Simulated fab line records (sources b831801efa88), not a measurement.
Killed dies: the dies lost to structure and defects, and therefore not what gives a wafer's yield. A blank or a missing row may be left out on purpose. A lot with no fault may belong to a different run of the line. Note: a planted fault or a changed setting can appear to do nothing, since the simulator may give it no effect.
fab line records	flow sky130
record lots=5	wafers=15	last_day=49
route steps=708 shown GATE_OXIDE@192 POLY_GATE@204 RES_PROTECT@206 PAD_OPEN@708
lots with no fault: from the same line, run without faults
start_h: the number of hours between the record's first day and the start of the first shown wafer of the lot	wait_h: how many hours have passed since the lot's step before this one	" the same as in the row above	L1.1+2: a single row standing in for several wafers	- no value, or no start given	* or withheld: withheld	< > ~ a bound
route shown NAME@n: a module of which the file shows steps, and the number in the route of the first	usual: mean and standard deviation over wafers with no fault	same: alike in all rows	chamber/n: place in a boat	sites: each site's reading	_std_site: the values' standard deviation	_edge_site: mean of outer sites minus mean of inner sites	radius_mm: for every site, how far away it sits from the centre of the wafer	mask NAME#n: copy n	behind: the last tool/chamber to shape the wafer	hold: why the lot was held/for how many hours/how that ended	device: the transistor (n, p or np) that didn't switch	end of line: the tests these same wafers got at the end of their route	a step given without rows: its recipe and nothing more	killed: not the wafer's yield, but the dies lost to structure and defects at the first sort	map: a wafer's dies, x killed, . not, _ none there
set.NAME: the setting as run; set.NAME@STEP: as run at that earlier step	model.NAME: the simulator's own value behind a step, which no gauge read
lots at some steps of the route; a table a step, a row a wafer
services: the hour from which a tool's chamber was out of use, counted from the record's first day as start_h (under 0 if before that day), plus the number of hours and why
## steps
# step SKY_GATE_OXIDE_COAT_05
# recipe resist=NOVOLAK	spin_rpm=3000	resist_thk_nm=1140
# step SKY_GATE_OXIDE_SOFTBAKE_06
# recipe temp_c=90	time_s=60	resist=NOVOLAK
# step SKY_GATE_OXIDE_EXPOSE_07
# recipe mask_id=LVOM	na=0.6	source_shape=conventional	sigma_outer=0.6	polarization=unpolarized	target_cd_nm=600	dose_mj=170
# step SKY_GATE_OXIDE_PEB_08
# recipe temp_c=withheld	time_s=*	resist=NOVOLAK
# step SKY_GATE_OXIDE_DEVELOP_09
# recipe resist=NOVOLAK	developer=TMAH	develop_time_s=60	dev_temp_c=23
# step SKY_GATE_OXIDE_IMPLANT_11
# recipe species=B	energy_kev=10	dose_cm2=2.6e+12	tilt_deg=withheld
# step SKY_GATE_OXIDE_WET_ETCH_12
# recipe chemistry=dHF	target_depth_nm=16.8	dry=n2_spin	target=SiO2	dilution=100:1	temp_c=25	time_s=336
# step SKY_GATE_OXIDE_STRIP_13
# recipe chemistry=O2/N2	power_w=1400	pressure_mtorr=1500	platen_temp_c=withheld	o2_flow_sccm=3000	n2_flow_sccm=300	overash_fraction=0.5
# step SKY_GATE_OXIDE_CLEAN_15
# recipe chemistry=SC1/SC2	mix=1:4:20	temp_c=70	time_s=150	dry=n2_spin
# step SKY_GATE_OXIDE_OXIDATION_16
# recipe temp_c=800	ambient=O2	idle_temp_c=700	ramp_up_c_per_min=10	ramp_down_c_per_min=3	stabilise_s=600	purge_s=300	target_thk_a=35.7	ox_time_s=1915
# step SKY_POLY_GATE_CVD_00
# recipe material=poly-Si	target_thk_nm=180	temp_c=620	time_s=720	pressure_mtorr=200
# usual pressure_mtorr=200.0/0.42	spike_tc_bottom_C=642.0/2	spike_tc_centre_C=622.2/1.1	spike_tc_lower_C=619.9/1	spike_tc_top_C=634.8/1.4	spike_tc_upper_C=620.9/1	zone_power_centre_pct=9.46/0.21	zone_power_upper_pct=8.51/0.096
lot.wafer	tool	chamber	start_h	wait_h	pressure_mtorr	spike_tc_bottom_C	spike_tc_centre_C	spike_tc_lower_C	spike_tc_top_C	spike_tc_upper_C	zone_power_centre_pct	zone_power_upper_pct	model.poly-Si_of_POLY_GATE_CVD_00.thk_nm
L613.1	lpcvd-01	1	380.48	0.0	200.4	641.0	622.3	618.6	633.1	623.2	9.45	8.48	180.7
L613.3	"	1	"	"	200.3	640.7	620.2	620.0	634.7	621.2	9.35	8.56	179.9
L613.6	"	1	"	"	200.1	640.0	623.7	620.8	632.4	621.6	9.36	8.53	181
L614.1	lpcvd-01	0	388.89	0.0	200.1	631.8	612.2	609.7	626.4	608.8	9.29	8.19	141.4
L614.2	"	0	"	"	200.0	632.6	613.1	609.6	626.4	609.2	9.31	8.18	143.3
L614.3	"	0	"	"	199.7	632.2	613.1	610.3	624.5	608.5	9.27	8.25	143.7
L615.1	lpcvd-01	1	398.16	0.0	200.5	630.5	609.5	608.8	623.6	609.5	8.98	8.09	141
L615.2	"	1	"	"	201.0	631.8	610.4	608.6	624.9	611.1	9.08	8.21	140.7
L615.5	"	1	"	"	200.4	630.9	613.1	607.2	624.6	611.6	9.08	8.29	141.4
L616.1	lpcvd-01	1	408.08	0.0	199.6	631.2	612.8	610.0	624.2	610.2	8.95	8.40	135.9
L616.2	"	1	"	"	200.4	629.8	609.9	609.2	622.4	612.1	8.95	8.17	136.5
L616.4	"	1	"	"	199.6	628.6	610.3	608.3	623.3	609.5	9.11	8.14	136.8
L624.2	lpcvd-01	1	475.90	0.0	199.9	642.0	622.2	619.3	635.9	621.2	9.22	8.71	180.9
L624.5	"	1	"	"	200.0	639.9	620.4	619.8	634.6	620.6	9.43	8.70	179.9
L624.6	"	1	"	"	200.1	641.9	622.6	620.2	634.5	622.6	9.30	8.45	180.9
# step SKY_POLY_GATE_THK_MEAS_01
# recipe reads=poly-Si_of_POLY_GATE_CVD_00
# usual POLY_GATE_CVD_00_THK=179.6/1.8
lot.wafer	tool	chamber	start_h	wait_h	POLY_GATE_CVD_00_THK[nm]
L613.1	film_metro-01	-	381.68	0.0	180.7
L613.3	"	-	"	"	179.9
L613.6	"	-	"	"	180.9
L614.1	film_metro-02	-	390.09	0.0	141.4
L614.2	"	-	"	"	143.2
L614.3	"	-	"	"	143.6
L615.1	film_metro-02	-	399.36	0.0	140.9
L615.2	"	-	"	"	140.7
L615.5	"	-	"	"	141.5
L616.1	film_metro-02	-	409.28	0.0	135.8
L616.2	"	-	"	"	136.5
L616.4	"	-	"	"	136.7
L624.2	film_metro-02	-	477.11	0.0	180.9
L624.5	"	-	"	"	180.1
L624.6	"	-	"	"	180.8
# step SKY_RES_PROTECT_DEHYDRATE_00
# recipe temp_c=200	time_s=60
# step SKY_RES_PROTECT_HMDS_01
# recipe prime_time_s=60	prime_temp_c=120
# step SKY_RES_PROTECT_COAT_02
# recipe resist=NOVOLAK	spin_rpm=3000	resist_thk_nm=1140
# step SKY_RES_PROTECT_SOFTBAKE_03
# recipe temp_c=90	time_s=60	resist=NOVOLAK
# step SKY_RES_PROTECT_EXPOSE_04
# recipe mask_id=RPM	na=0.6	source_shape=conventional	sigma_outer=0.6	polarization=unpolarized	target_cd_nm=1270	dose_mj=131
# step SKY_RES_PROTECT_PEB_05
# recipe temp_c=withheld	time_s=*	resist=NOVOLAK
# step SKY_RES_PROTECT_DEVELOP_06
# recipe resist=NOVOLAK	developer=TMAH	develop_time_s=60	dev_temp_c=23
# step SKY_POLY_GATE_IMPLANT_02
# recipe species=P	energy_kev=30	dose_cm2=7.7e+15	tilt_deg=0
# step SKY_RES_PROTECT_STRIP_07
# recipe chemistry=O2/N2	power_w=1400	pressure_mtorr=1500	platen_temp_c=withheld	o2_flow_sccm=3000	n2_flow_sccm=300	overash_fraction=0.5
# step SKY_RES_PROTECT_CLEAN_09
# recipe chemistry=SC1/SC2	mix=1:4:20	temp_c=70	time_s=150	dry=n2_spin
lot.wafer	tool	chamber	start_h	wait_h	model.poly-Si_of_POLY_GATE_CVD_00.thk_nm
L613.1	wet_bench-04	2	411.28	0.1	180.1
L613.3	"	2	"	"	179.3
L613.6	"	2	"	"	180.4
L614.1	wet_bench-02	3	419.43	0.1	140.7
L614.2	"	3	"	"	142.6
L614.3	"	3	"	"	143
L615.1	wet_bench-02	0	429.88	0.1	140.3
L615.2	"	0	"	"	140.1
L615.5	"	0	"	"	140.7
L616.1	wet_bench-02	2	439.39	0.1	135.2
L616.2	"	2	"	"	135.8
L616.4	"	2	"	"	136.2
L624.2+6	wet_bench-01	0	507.33	0.0	180.3
L624.5	"	0	"	"	179.3
# step SKY_POLY_GATE_CVD_03
# recipe material=Si3N4	precursor=DCS/NH3	target_thk_nm=75	temp_c=770	time_s=1290	pressure_mtorr=250
# step SKY_POLY_GATE_DEHYDRATE_05
# recipe temp_c=200	time_s=60
# step SKY_POLY_GATE_HMDS_06
# recipe prime_time_s=60	prime_temp_c=120
# step SKY_POLY_GATE_COAT_07
# recipe resist=BARC	temp_c=withheld	time_s=withheld	spin_rpm=3000	resist_thk_nm=110
# step SKY_POLY_GATE_COAT_08
# recipe resist=KrF-thick	spin_rpm=3000	resist_thk_nm=450
# step SKY_POLY_GATE_SOFTBAKE_09
# recipe temp_c=100	time_s=90	resist=KrF-thick
# step SKY_POLY_GATE_EXPOSE_10
# recipe mask_id=P1M	na=0.68	source_shape=conventional	sigma_outer=0.6	target_cd_nm=150	dose_mj=28
# step SKY_POLY_GATE_PEB_11
# recipe peb_temp_c=withheld	peb_time_s=withheld	resist=KrF-thick
# step SKY_POLY_GATE_DEVELOP_12
# recipe develop_time_s=60	resist=KrF-thick	dev_temp_c=21
# step SKY_POLY_GATE_ETCH_15
# recipe chemistry=N2/H2	target=BARC	ion_energy_ev=200	source_w=500	bias_w=100	pressure_mtorr=30	n2_flow_sccm=100	h2_flow_sccm=200	stop_on=SiO2	time_s=118.5	target_depth_a=1100
# step SKY_POLY_GATE_ETCH_16
# recipe stop_on=poly-Si	chemistry=CH3F/O2	target=Si3N4	source_w=400	bias_w=80	pressure_mtorr=25	ch3f_flow_sccm=40	O2_flow_sccm=30	time_s=147.5	target_depth_a=750
# step SKY_POLY_GATE_ETCH_17
# recipe target_depth_nm=180	stop_on=SiO2	over_etch_frac=0.56667	chemistry=HBr/Cl2	target=poly-Si	icp_w=400	bias_w=100	pressure_mtorr=10	HBr_flow_sccm=150	Cl2_flow_sccm=50	time_s=70.5
# usual HBr_flow_sccm=150.0/0.44	drypump_motor_current_A=5.6/0.52	oes_product_au=0.983/0.0065	throttle_valve_pct=33.686/0.0089
lot.wafer	tool	chamber	start_h	wait_h	HBr_flow_sccm	drypump_motor_current_A	oes_product_au	rf_hours_counter_h	throttle_valve_pct	model.POLY_GATE.feature_depth_nm	model.etch.depth_nm
L613.1	rie_si-01	2	445.03	0.0	149.5	5.6	0.980	5	33.686	179	179
L613.3	"	3	"	"	150.8	4.8	0.984	55	33.683	178.2	178.2
L613.6	"	3	"	"	150.6	4.8	0.983	-	33.686	179.1	179.1
L614.1	rie_si-02	3	451.93	0.0	149.7	5.8	0.842	19	33.685	140.7	140.7
L614.2	"	1	"	"	149.6	5.7	0.854	1	33.683	142.6	142.6
L614.3	"	0	"	"	150.2	5.8	0.843	0	33.686	143	143
L615.1	rie_si-01	1	463.23	0.0	149.7	6.5	0.842	3	33.688	140.3	140.3
L615.2	"	0	"	"	149.7	4.9	0.846	1	33.700	140.1	140.1
L615.5	"	1	"	"	149.3	6.5	0.841	-	33.694	140.7	140.7
L616.1	rie_si-01	0	473.36	0.0	150.2	5.0	0.821	1	33.679	135.2	135.2
L616.2	"	3	"	"	149.7	4.8	0.819	55	33.685	135.8	135.8
L616.4	"	1	"	"	150.4	6.5	0.825	3	33.686	136.2	136.2
L624.2	rie_si-01	3	539.25	0.0	150.0	4.8	0.974	0	33.693	175.9	175.9
L624.5	"	0	"	"	151.1	5.0	0.975	-	33.687	176.1	176.1
L624.6	"	3	"	"	149.7	4.8	0.979	-	33.684	176.6	176.6
# step SKY_POLY_GATE_STRIP_18
# recipe chemistry=O2/N2	power_w=1400	pressure_mtorr=1500	platen_temp_c=withheld	o2_flow_sccm=3000	n2_flow_sccm=300	overash_fraction=0.5
# step SKY_PAD_OPEN_PROBE_99
# usual killed_at_M0_to_M3=44/7.4	killed_at_M4_up=3.1/1.8	killed_at_contacts=24/5.6	killed_at_front_end=15/4.9	killed_at_other=0.4/0.59	killed_dies=87/9.8	killed_open=47/7.2	killed_short=39/6.8
# same gross_dies=492	killed_at_back_side=0
lot.wafer	tool	chamber	start_h	wait_h	killed_at_M0_to_M3	killed_at_M4_up	killed_at_contacts	killed_at_front_end	killed_at_other	killed_dies	killed_open	killed_short	model.etest.res_high_po.line_ohm_um	model.etest.res_poly.line_ohm_um	model.etest.tip_sonos.rs_ohm_sq	model.etest.res_high_po.rs_ohm_sq	model.etest.res_poly.rs_ohm_sq	model.etest.cap_li_to_poly.c_af_um2
L613.1	prober-01	-	1128.24	0.1	33	7	24	20	2	86	43	40	737.5	500.4	2590	259.2	47.4	99.92
L613.3	prober-01	-	1128.34	0.2	48	1	32	14	1	96	52	43	741.5	507.9	2592	260.8	48.15	100.2
L613.6	prober-01	-	1128.49	0.2	47	8	25	13	0	93	52	40	748.4	494.2	2580	260.9	47.85	101.4
L614.1	prober-02	-	1129.74	0.1	45	5	20	17	0	87	41	46	981.2	679	2508	338.2	62	91.13
L614.2	prober-02	-	1129.79	0.1	48	5	20	17	1	91	47	44	926.5	658.3	2533	324.7	60.5	88.54
L614.3	prober-02	-	1129.84	0.2	62	3	15	20	0	100	56	44	905.4	648.1	2489	315.8	59.6	88.23
L615.1	prober-01	-	1137.40	0.1	38	3	23	11	0	75	49	26	939.8	675	2653	325.9	61.62	93.49
L615.2	prober-01	-	1137.45	0.1	33	3	18	18	1	73	30	43	967.4	695.1	2614	334.7	62.24	87.72
L615.5	prober-01	-	1137.60	0.2	42	3	28	17	0	90	50	40	959.8	697.8	2629	327.4	61.49	89.9
L616.1	prober-02	-	1145.95	0.1	51	2	26	13	1	93	54	38	954.5	666	2531	332.8	62.87	87.91
L616.2	prober-02	-	1146.00	0.1	43	5	23	16	0	87	50	37	939.8	649.1	2530	330.8	62.04	88.74
L616.4	prober-02	-	1146.10	0.2	35	4	19	14	1	73	39	34	926.9	658	2535	330.8	61.47	87.93
L624.2	prober-02	-	1184.55	0.1	46	6	32	19	0	103	52	51	755	523.5	2670	262.7	48.38	101.5
L624.5	prober-02	-	1184.70	0.2	39	0	23	14	0	76	41	35	764.3	510.8	2690	266.5	49.61	100.3
L624.6	prober-02	-	1184.75	0.2	42	4	25	12	0	83	42	41	752.3	522.6	2639	265.1	48.8	99.85
# killed by level:class
L613.1 CONTACT:geometric_particle:open=12 VIA1:geometric_particle:open=7 METAL2:geometric_particle:short=5 METAL4:geometric_particle:short=5 FIELD_ISO:geometric_particle:short=4 POLY_GATE:geometric_particle:open=4 POLY_GATE:geometric_particle:short=4 LI_CONTACT:geometric_particle:open=4
L613.3 LI_CONTACT:geometric_particle:open=10 METAL2:geometric_particle:short=9 VIA3:geometric_particle:open=8 CONTACT:geometric_particle:open=7 VIA2:geometric_particle:open=6 VIA1:geometric_particle:open=6 METAL1:geometric_particle:short=6 LOCAL_INTERCONNECT:geometric_particle:short=5
L613.6 LI_CONTACT:geometric_particle:open=15 VIA1:geometric_particle:open=12 VIA2:geometric_particle:open=7 VIA2:geometric_particle:short=6 METAL4:geometric_particle:short=6 VIA1:geometric_particle:short=5 METAL2:geometric_particle:short=5 POLY_GATE:geometric_particle:open=4
L614.1 METAL2:geometric_particle:short=10 VIA1:geometric_particle:open=9 FIELD_ISO:geometric_particle:open=6 VIA3:geometric_particle:open=6 CONTACT:geometric_particle:open=5 LI_CONTACT:geometric_particle:open=5 LOCAL_INTERCONNECT:geometric_particle:short=5 METAL1:geometric_particle:short=5
L614.2 VIA1:geometric_particle:open=11 FIELD_ISO:geometric_particle:short=7 CONTACT:geometric_particle:open=7 VIA3:geometric_particle:open=7 CONTACT:geometric_particle:short=6 METAL2:geometric_particle:short=6 METAL1:geometric_particle:short=5 VIA2:geometric_particle:open=5
L614.3 VIA1:geometric_particle:open=16 METAL2:geometric_particle:short=11 FIELD_ISO:geometric_particle:open=10 VIA2:geometric_particle:open=8 FIELD_ISO:geometric_particle:short=7 METAL1:geometric_particle:short=6 VIA1:geometric_particle:short=6 LI_CONTACT:geometric_particle:open=5
L615.1 VIA1:geometric_particle:open=9 CONTACT:geometric_particle:open=8 LI_CONTACT:geometric_particle:open=7 VIA3:geometric_particle:open=7 METAL1:geometric_particle:short=6 VIA2:geometric_particle:open=5 CONTACT:geometric_particle:short=4 FIELD_ISO:geometric_particle:short=3
L615.2 FIELD_ISO:geometric_particle:short=8 LI_CONTACT:geometric_particle:open=6 VIA3:geometric_particle:short=5 METAL2:geometric_particle:short=5 CONTACT:geometric_particle:open=4 POLY_GATE:geometric_particle:open=4 POLY_GATE:geometric_particle:short=4 LOCAL_INTERCONNECT:geometric_particle:short=4
L615.5 VIA1:geometric_particle:open=11 LI_CONTACT:geometric_particle:open=7 FIELD_ISO:geometric_particle:open=6 VIA2:geometric_particle:open=6 CONTACT:geometric_particle:short=6 CONTACT:geometric_particle:open=5 METAL1:geometric_particle:short=5 VIA3:geometric_particle:open=5
L616.1 VIA1:geometric_particle:open=14 LI_CONTACT:geometric_particle:open=10 METAL2:geometric_particle:short=8 VIA2:geometric_particle:open=7 CONTACT:geometric_particle:open=5 VIA1:geometric_particle:short=5 VIA3:geometric_particle:open=5 LOCAL_INTERCONNECT:geometric_particle:short=4
L616.2 CONTACT:geometric_particle:open=11 VIA1:geometric_particle:open=8 LI_CONTACT:geometric_particle:open=6 VIA2:geometric_particle:short=6 VIA1:geometric_particle:short=5 VIA2:geometric_particle:open=5 POLY_GATE:geometric_particle:open=4 METAL4:geometric_particle:short=4
L616.4 VIA1:geometric_particle:open=8 VIA2:geometric_particle:open=7 LI_CONTACT:geometric_particle:open=6 POLY_GATE:geometric_particle:open=5 CONTACT:geometric_particle:open=5 METAL1:geometric_particle:short=4 POLY_GATE:geometric_particle:short=3 LI_CONTACT:geometric_particle:short=3
L624.2 CONTACT:geometric_particle:open=11 VIA1:geometric_particle:open=9 VIA3:geometric_particle:open=9 METAL2:geometric_particle:short=8 LOCAL_INTERCONNECT:geometric_particle:short=7 FIELD_ISO:geometric_particle:open=6 CONTACT:geometric_particle:short=6 METAL4:geometric_particle:short=6
L624.5 CONTACT:geometric_particle:open=10 VIA1:geometric_particle:open=8 CONTACT:geometric_particle:short=6 METAL2:geometric_particle:short=6 VIA2:geometric_particle:open=6 FIELD_ISO:geometric_particle:short=5 POLY_GATE:geometric_particle:short=5 LI_CONTACT:geometric_particle:open=5
L624.6 METAL1:geometric_particle:short=11 VIA1:geometric_particle:open=11 LI_CONTACT:geometric_particle:open=8 CONTACT:geometric_particle:short=8 CONTACT:geometric_particle:open=6 VIA3:geometric_particle:open=5 FIELD_ISO:geometric_particle:open=4 METAL2:geometric_particle:short=4
## services
tool	chamber	start_h	hours	kind
rie_si-01	2	358.50	2.6	repair
rie_si-02	0	416.38	-	clean
rie_si-02	0	416.38	18.5	scheduled_down
rie_si-02	0	416.38	18.5	vent_cycle
rie_si-01	1	439.91	16.3	repair
rie_si-02	0	457.56	2.2	repair
rie_si-01	3	480.01	14.6	repair
rie_si-01	2	493.75	3.8	repair
rie_si-01	3	500.81	-	clean
rie_si-01	3	500.81	16.2	scheduled_down
rie_si-01	3	500.81	16.2	vent_cycle
rie_si-02	2	516.30	4.4	repair
## key
first_sign step=SKY_POLY_GATE_CVD_00	reading=spike_tc_upper_C	direction=down	sigmas=11	usual=620.9	struck=610.0
effect step=SKY_POLY_GATE_CVD_00	reading=spike_tc_lower_C	direction=down	sigmas=10	usual=619.9	struck=609.1
effect step=SKY_POLY_GATE_THK_MEAS_01	reading=POLY_GATE_CVD_00_THK	direction=down	sigmas=22	usual=179.6	struck=140.1
effect step=SKY_POLY_GATE_ETCH_17	reading=oes_product_au	direction=down	sigmas=23	usual=0.983	struck=0.837
model_effect step=SKY_POLY_GATE_CVD_00	value=poly-Si_of_POLY_GATE_CVD_00.thk_nm	without=180.3	struck=140.1
model_effect step=SKY_RES_PROTECT_CLEAN_09	value=poly-Si_of_POLY_GATE_CVD_00.thk_nm	without=179.6	struck=139.4
model_effect step=SKY_POLY_GATE_ETCH_17	value=POLY_GATE.feature_depth_nm	without=177.7	struck=139.4
model_effect step=SKY_PAD_OPEN_PROBE_99	value=etest.res_high_po.line_ohm_um	without=749.3	struck=944.6
met_at SKY_POLY_GATE_CVD_00
struck_wafers L614.1,L614.2,L614.3,L615.1,L615.2,L615.5,L616.1,L616.2,L616.4
tester_left_out L614,L615,L616
onset_between 380.48 388.89
fault kind=process_parameter_drift	tool=lpcvd-01	chamber=-	onset_h=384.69	steps=SKY_POLY_GATE_CVD_00	channel=temp_c	offset=*	shape=step	end_h=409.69	stated=*
# tester_left_out: of these lots the tester's yield and bins aren't shown, on N5 and GAA mostly nor the transistor test; their killed dies are dies lost to structure and defects alone, not to doping, threshold or leakage, so they don't give the yield
